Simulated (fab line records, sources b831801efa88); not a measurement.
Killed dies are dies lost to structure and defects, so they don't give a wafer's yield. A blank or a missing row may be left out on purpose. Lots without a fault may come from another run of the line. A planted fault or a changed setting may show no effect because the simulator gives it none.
fab line records | flow sky130
record lots=16 wafers=48 last_day=50
route steps=708 shown METAL2@488 VIA2@516
lots that met no fault: from a run of the same line without faults
start_h: hours from the record's first day to the start of the lot's first wafer shown | wait_h: hours since the lot's step before | " the same as in the row above | L1.1+2: a row that stands for several wafers | - no value, or no start given | * or withheld: withheld | < > ~ a bound
route shown NAME@n: a module of which the file shows steps, and the number in the route of the first | usual: mean/standard deviation of fault-free wafers | same: alike in all rows | chamber/n: place in a boat | sites: the reading at each site | _std_site: their standard deviation | _edge_site: outer sites' mean less inner sites' | radius_mm: how far each site lies from the wafer's centre | mask NAME#n: copy n | behind: the tool/chamber that last shaped the wafer | hold: why the lot was held/for how many hours/how that ended | device: the transistor (n, p or np) that didn't switch | end of line: the same wafers' tests at the end of the route | a step without rows: its recipe alone | killed: dies lost to structure and defects at the first sort, not the wafer's yield | map: a wafer's dies, x killed, . not, _ none there
set.NAME: the setting as run; set.NAME@STEP: as run at that earlier step | model.NAME: the simulator's own value behind a step, which no gauge read
steps of the route over a sample of lots; a table a step, a row a wafer
services: from which hour (start_h, from the record's first day; less than 0 if before it) a tool's chamber was out of use, for how many hours, and why
## steps
# step SKY_METAL2_RS_MEAS_05
# recipe thk_meas_gauge=four-point-probe reads=TiN_of_METAL2_SPUTTER_04+Ti_of_METAL2_SPUTTER_03+AlCu_of_METAL2_SPUTTER_02+TiN_of_METAL2_SPUTTER_01+Ti_of_METAL2_SPUTTER_00
# usual METAL2_ALCU_RS=0.1263/0.0015
# columns lot.wafer tool chamber start_h wait_h METAL2_ALCU_RS[ohm/sq]
L602.2 film_metro-01 - 814.52 0.0 0.1286
L602.4 " - " " 0.1286
L602.5 " - " " 0.1276
L603.1 film_metro-01 - 833.89 0.0 0.1231
L603.4 " - " " 0.1253
L603.6 " - " " 0.1253
L604.2 film_metro-04 - 858.36 0.0 0.1268
L604.4 " - " " 0.1256
L604.6 " - " " 0.1268
L606.1 film_metro-04 - 865.83 0.0 0.1282
L606.2 " - " " 0.1293
L606.3 " - " " 0.1316
L605.2 film_metro-03 - 866.80 0.0 0.1263
L605.4 " - " " 0.1258
L605.6 " - " " 0.1264
L607.3 film_metro-03 - 881.25 0.1 0.1268
L607.5 " - " " 0.1266
L607.6 " - " " 0.1253
L608.2 film_metro-03 - 883.21 0.0 0.1251
L608.3 " - " " 0.1229
L608.6 " - " " 0.1246
L609.2 film_metro-03 - 884.20 0.0 0.1284
L609.3 " - " " 0.1291
L609.6 " - " " 0.1287
L610.2 film_metro-01 - 886.19 0.0 0.1268
L610.3 " - " " 0.1262
L610.6 " - " " 0.1253
L615.1 film_metro-01 - 917.30 0.0 0.1259
L615.2 " - " " 0.1272
L615.3 " - " " 0.1249
L614.3 film_metro-04 - 922.43 0.1 0.1244
L614.5 " - " " 0.1269
L614.6 " - " " 0.1263
L616.1 film_metro-01 - 931.79 0.0 0.1259
L616.2 " - " " 0.1248
L616.5 " - " " 0.1258
L617.1 film_metro-01 - 934.20 0.0 0.1245
L617.5 " - " " 0.1257
L617.6 " - " " 0.1260
L618.2 film_metro-01 - 937.70 0.0 0.1259
L618.4 " - " " 0.1233
L618.5 " - " " 0.1240
L619.1 film_metro-04 - 939.15 0.0 0.1263
L619.2 " - " " 0.1276
L619.6 " - " " 0.1266
L620.1 film_metro-01 - 943.45 0.0 0.1264
L620.5 " - " " 0.1259
L620.6 " - " " 0.1273
# step SKY_METAL2_ETCH_18
# recipe chemistry=N2/H2 target=BARC ion_energy_ev=200 bias_w=100 pressure_mtorr=30 n2_flow_sccm=100 h2_flow_sccm=200 icp_w=500 stop_on=SiO2 time_s=45.9 target_depth_a=600
# usual drypump_motor_current_A=5.5/0.59 oes_product_au=0.854/0.0052 throttle_valve_pct=13.224/0.009
# columns lot.wafer tool chamber start_h wait_h drypump_motor_current_A oes_product_au rf_hours_counter_h throttle_valve_pct
L602.2 rie_metal-01 0 840.41 0.0 6.5 0.858 15 13.240
L602.4 " 0 " " 6.5 0.861 - 13.230
L602.5 " 0 " " 6.5 0.855 - 13.229
L603.1 rie_metal-03 1 861.91 0.0 5.5 0.849 8 13.217
L603.4 " 0 " " 4.9 0.854 - 13.234
L603.6 " 1 " " 5.5 0.856 - 13.209
L604.2 rie_metal-03 0 883.56 0.0 4.9 0.849 1 13.237
L604.4 " 0 " " 4.9 0.851 - 13.232
L604.6 " 1 " " 5.4 0.862 - 13.225
L606.1 rie_metal-03 0 889.97 0.0 4.9 0.849 2 13.209
L606.2 " 1 " " 5.5 0.854 10 13.237
L606.3 " 0 " " 4.9 0.854 - 13.213
L605.2 rie_metal-01 0 892.31 0.0 6.5 0.860 0 13.225
L605.4 " 0 " " 6.5 0.857 - 13.228
L605.6 " 0 " " 6.5 0.860 - 13.221
L607.3 rie_metal-01 1 906.83 0.0 5.6 0.843 - 13.231
L607.5 " 0 " " 6.5 0.849 - 13.223
L607.6 " 1 " " 5.6 0.846 - 13.235
L608.2 rie_metal-03 1 909.27 0.0 5.5 0.848 11 13.229
L608.3 " 1 " " 5.5 0.855 - 13.225
L608.6 " 1 " " 5.5 0.861 - 13.229
L609.2 rie_metal-01 1 910.01 0.0 5.6 0.859 8 13.220
L609.3 " 0 " " 6.5 0.868 - 13.237
L609.6 " 0 " " 6.5 0.859 - 13.223
L610.2 rie_metal-02 0 912.61 0.1 4.7 0.849 - 13.242
L610.3 " 0 " " 4.7 0.852 - 13.228
L610.6 " 0 " " 4.7 0.851 - 13.217
L615.1 rie_metal-03 1 943.01 0.0 5.5 0.867 12 13.224
L615.2 " 0 " " 4.9 0.857 5 13.219
L615.3 " 0 " " 4.9 0.854 - 13.236
L614.3 rie_metal-02 0 948.34 0.1 4.7 0.853 - 13.226
L614.5 " 0 " " 4.8 0.855 - 13.233
L614.6 " 0 " " 4.7 0.862 - 13.233
L616.1 rie_metal-03 0 956.76 0.0 4.9 0.853 5 13.211
L616.2 " 1 " " 5.5 0.853 13 13.218
L616.5 " 0 " " 4.9 0.860 - 13.222
L617.1 rie_metal-03 0 959.06 0.0 4.9 0.852 5 13.217
L617.5 " 1 " " 5.5 0.853 - 13.229
L617.6 " 0 " " 4.9 0.856 - 13.213
L618.2 rie_metal-02 0 961.57 0.1 4.8 0.850 - 13.224
L618.4 " 0 " " 4.7 0.849 - 13.223
L618.5 " 0 " " 4.8 0.852 - 13.223
L619.1 rie_metal-03 0 963.26 0.0 4.9 0.851 6 13.228
L619.2 " 1 " " 5.5 0.858 14 13.216
L619.6 " 1 " " 5.5 0.847 - 13.224
L620.1 rie_metal-01 1 967.97 0.0 5.6 0.852 11 13.232
L620.5 " 1 " " 5.5 0.854 - 13.224
L620.6 " 0 " " 6.5 0.853 - 13.201
# step SKY_VIA2_EXPOSE_09
# recipe mask_id=VIM2 na=0.8 source_shape=annular sigma_inner=0.55 sigma_outer=0.85 target_cd_nm=200 dose_mj=38
# usual exposure_dose_mJ_cm2=38.00/0.042
# columns lot.wafer tool chamber start_h wait_h mask exposure_dose_mJ_cm2
L602.2 krf_scanner-01 0 855.44 - VIM2#0 37.94
L602.4 " 0 " " VIM2#0 37.93
L602.5 " 0 " " VIM2#0 37.98
L603.1 krf_scanner-02 0 877.31 - VIM2#0 37.99
L603.4 " 0 " " VIM2#0 38.00
L603.6 " 0 " " VIM2#0 37.96
L604.2 krf_scanner-02 0 899.15 - VIM2#0 38.01
L604.4 " 0 " " VIM2#0 38.02
L604.6 " 0 " " VIM2#0 37.97
L606.1 krf_scanner-02 0 905.38 - VIM2#0 38.04
L606.2 " 0 " " VIM2#0 38.06
L606.3 " 0 " " VIM2#0 38.06
L605.2 krf_scanner-01 0 907.43 - VIM2#0 38.04
L605.4 " 0 " " VIM2#0 38.04
L605.6 " 0 " " VIM2#0 38.01
L607.3 krf_scanner-01 0 921.01 - VIM2#0 38.02
L607.5 " 0 " " VIM2#0 38.00
L607.6 " 0 " " VIM2#0 38.00
L608.2 krf_scanner-02 0 924.33 - VIM2#0 37.96
L608.3 " 0 " " VIM2#0 38.00
L608.6 " 0 " " VIM2#0 37.98
L609.2 krf_scanner-01 0 926.48 - VIM2#0 37.99
L609.3 " 0 " " VIM2#0 38.00
L609.6 " 0 " " VIM2#0 37.96
L610.2 krf_scanner-01 0 928.53 - VIM2#0 37.94
L610.3 " 0 " " VIM2#0 38.01
L610.6 " 0 " " VIM2#0 38.02
L615.1 krf_scanner-01 0 957.43 - VIM2#0 37.98
L615.2 " 0 " " VIM2#0 38.03
L615.3 " 0 " " VIM2#0 38.06
L614.3 krf_scanner-01 0 961.72 - VIM2#0 38.03
L614.5 " 0 " " VIM2#0 38.00
L614.6 " 0 " " VIM2#0 38.03
L616.1 krf_scanner-01 0 969.54 - VIM2#0 42.57
L616.2 " 0 " " VIM2#0 42.62
L616.5 " 0 " " VIM2#0 42.64
L617.1 krf_scanner-01 0 971.98 - VIM2#0 42.62
L617.5 " 0 " " VIM2#0 42.62
L617.6 " 0 " " VIM2#0 42.62
L618.2 krf_scanner-01 0 975.90 - VIM2#0 42.66
L618.4 " 0 " " VIM2#0 42.63
L618.5 " 0 " " VIM2#0 42.65
L619.1 krf_scanner-01 0 977.38 - VIM2#0 42.66
L619.2 " 0 " " VIM2#0 42.68
L619.6 " 0 " " VIM2#0 42.65
L620.1 krf_scanner-02 0 982.20 - VIM2#0 37.97
L620.5 " 0 " " VIM2#0 37.90
L620.6 " 0 " " VIM2#0 37.97
# step SKY_VIA2_CD_MEAS_12
# recipe target_cd_nm=200
# usual cd_nm=200.1/1.4
# columns lot.wafer tool chamber start_h wait_h cd_nm
L602.2 cd_sem-01 - 867.70 - 200.5
L602.4 " - " " 200.6
L602.5 " - " " 200.9
L603.1 cd_sem-02 - 887.59 - 201.2
L603.4 " - " " 201.1
L603.6 " - " " 201.0
L604.2 cd_sem-02 - 911.16 - 201.5
L604.4 " - " " 200.8
L604.6 " - " " 200.5
L606.1 cd_sem-02 - 917.38 - 200.5
L606.2 " - " " 198.8
L606.3 " - " " 198.0
L605.2 cd_sem-02 - 919.96 - 199.6
L605.4 " - " " 200.9
L605.6 " - " " 201.6
L607.3 cd_sem-02 - 933.87 - 201.6
L607.5 " - " " 201.0
L607.6 " - " " 200.6
L608.2 cd_sem-02 - 936.40 - 199.9
L608.3 " - " " 199.9
L608.6 " - " " 201.4
L609.2 cd_sem-01 - 938.21 - 200.7
L609.3 " - " " 200.9
L609.6 " - " " 200.3
L610.2 cd_sem-01 - 939.95 - 198.5
L610.3 " - " " 199.5
L610.6 " - " " 196.4
L615.1 cd_sem-01 - 968.14 - 197.6
L615.2 " - " " 198.5
L615.3 " - " " 199.6
L614.3 cd_sem-02 - 973.52 - 198.7
L614.5 " - " " 198.8
L614.6 " - " " 198.9
L616.1 cd_sem-02 - 981.74 - 220.3
L616.2 " - " " 220.5
L616.5 " - " " 219.9
L617.1 cd_sem-02 - 984.08 - 220.6
L617.5 " - " " 219.7
L617.6 " - " " 221.2
L618.2 cd_sem-01 - 987.45 - 220.3
L618.4 " - " " 221.5
L618.5 " - " " 221.8
L619.1 cd_sem-01 - 988.33 - 221.5
L619.2 " - " " 223.1
L619.6 " - " " 220.7
L620.1 cd_sem-02 - 992.23 - 199.9
L620.5 " - " " 199.6
L620.6 " - " " 198.6
# step SKY_VIA2_ETCH_15
# recipe target=SiO2 chemistry=C4F8/O2/Ar target_depth_nm=546 stop_on=TiN mask_material=KrF-thick source_w=1500 bias_w=1200 pressure_mtorr=40 c4f8_flow_sccm=withheld O2_flow_sccm=6 Ar_flow_sccm=300 time_s=84
# usual oes_product_au=0.940/0.0047
# columns lot.wafer tool chamber start_h wait_h oes_product_au rf_hours_counter_h
L602.2 rie_diel-02 3 867.88 0.0 0.942 14
L602.4 " 0 " " 0.940 15
L602.5 " 0 " " 0.946 -
L603.1 rie_diel-01 3 887.78 0.0 0.938 9
L603.4 " 0 " " 0.936 13
L603.6 " 1 " " 0.931 -
L604.2 rie_diel-01 0 911.33 0.0 0.945 14
L604.4 " 1 " " 0.938 7
L604.6 " 1 " " 0.944 -
L606.1 rie_diel-04 2 917.58 0.0 0.944 13
L606.2 " 3 " " 0.938 20
L606.3 " 1 " " 0.950 5
L605.2 rie_diel-02 1 920.13 0.0 0.942 11
L605.4 " 0 " " 0.943 17
L605.6 " 0 " " 0.935 -
L607.3 rie_diel-01 2 934.02 0.0 0.942 8
L607.5 " 2 " " 0.942 -
L607.6 " 3 " " 0.940 -
L608.2 rie_diel-01 2 936.58 0.0 0.941 8
L608.3 " 1 " " 0.937 7
L608.6 " 3 " " 0.935 -
L609.2 rie_diel-04 1 938.38 0.0 0.939 6
L609.3 " 3 " " 0.936 21
L609.6 " 3 " " 0.942 -
L610.2 rie_diel-01 0 940.13 0.0 0.949 14
L610.3 " 3 " " 0.942 10
L610.6 " 0 " " 0.939 -
L615.1 rie_diel-04 2 968.33 0.0 0.935 14
L615.2 " 3 " " 0.940 22
L615.3 " 1 " " 0.938 6
L614.3 rie_diel-01 3 973.67 0.0 0.942 11
L614.5 " 3 " " 0.940 -
L614.6 " 0 " " 0.937 -
L616.1 rie_diel-02 0 981.93 0.0 0.941 19
L616.2 " 3 " " 0.939 17
L616.5 " 3 " " 0.944 -
L617.1 rie_diel-01 2 984.28 0.0 0.938 10
L617.5 " 3 " " 0.928 -
L617.6 " 2 " " 0.934 -
L618.2 rie_diel-02 0 987.63 0.0 0.939 19
L618.4 " 2 " " 0.938 23
L618.5 " 2 " " 0.942 -
L619.1 rie_diel-04 2 988.52 0.0 0.929 15
L619.2 " 3 " " 0.938 22
L619.6 " 2 " " 0.942 -
L620.1 rie_diel-02 3 992.42 0.0 0.935 18
L620.5 " 1 " " 0.943 -
L620.6 " 0 " " 0.941 -
## services
# columns tool chamber start_h hours kind
rie_diel-02 0 816.98 3.0 repair
krf_scanner-02 - 834.23 4.4 pm
krf_scanner-01 - 843.75 1.0 pm
krf_scanner-02 - 846.73 1.9 repair
rie_diel-01 - 858.90 0.3 repair
krf_scanner-01 - 861.71 4.0 pm
rie_diel-01 2 869.51 2.4 repair
rie_metal-03 - 883.71 1.4 pm
krf_scanner-02 - 885.80 0.6 repair
krf_scanner-02 - 906.04 0.8 pm
rie_diel-01 - 912.30 15.6 pm
krf_scanner-02 - 914.62 1.3 pm
rie_diel-02 - 926.02 0.2 repair
rie_diel-01 1 931.66 3.2 repair
krf_scanner-01 - 943.02 0.5 repair
rie_metal-03 - 950.55 0.6 repair
krf_scanner-01 - 958.58 0.8 pm
rie_metal-01 0 962.19 2.8 repair
krf_scanner-02 - 969.22 0.4 repair
rie_diel-02 - 969.67 2.8 pm
rie_metal-01 - 972.54 1.4 repair
krf_scanner-01 - 972.55 1.3 pm
krf_scanner-02 - 979.87 1.0 pm
rie_diel-01 - 992.18 2.8 pm
## key
first_sign step=SKY_VIA2_EXPOSE_09 reading=exposure_dose_mJ_cm2 direction=up sigmas=99+ usual=* struck=*
effect step=SKY_VIA2_CD_MEAS_12 reading=cd_nm direction=up sigmas=15 usual=200.1 struck=220.9
met_at SKY_VIA2_EXPOSE_09
struck_lots L616,L617,L618,L619
rows_end L616.1,L616.2,L616.5,L617.1,L617.5,L617.6,L618.2,L618.4,L618.5
sort_left_out L619.1,L619.2,L619.6
tester_left_out L619
not_acting_at SKY_METAL2_RS_MEAS_05,SKY_METAL2_ETCH_18,SKY_VIA2_ETCH_15
onset_between 961.72 969.54
earlier_fault kind=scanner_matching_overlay tool=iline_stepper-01 chamber=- onset_h=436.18 steps=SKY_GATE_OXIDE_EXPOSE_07 offset=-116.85
fault kind=process_parameter_drift tool=krf_scanner-01 chamber=- onset_h=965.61 steps=SKY_VIA2_EXPOSE_09 channel=dose_mj offset=4.6346 shape=step acts_in=these_recipes_only stated=38
# tester_left_out: of these lots the tester's yield and bins aren't shown, on N5 and GAA mostly nor the transistor test; their killed dies are dies lost to structure and defects alone, not to doping, threshold or leakage, so they don't give the yield
# sort_left_out: the simulated sort isn't trusted on such a fault, so these wafers' sort isn't shown, and their yield isn't known
# rows_end: these wafers met a further fault down the route, and their rows from its step on are left out
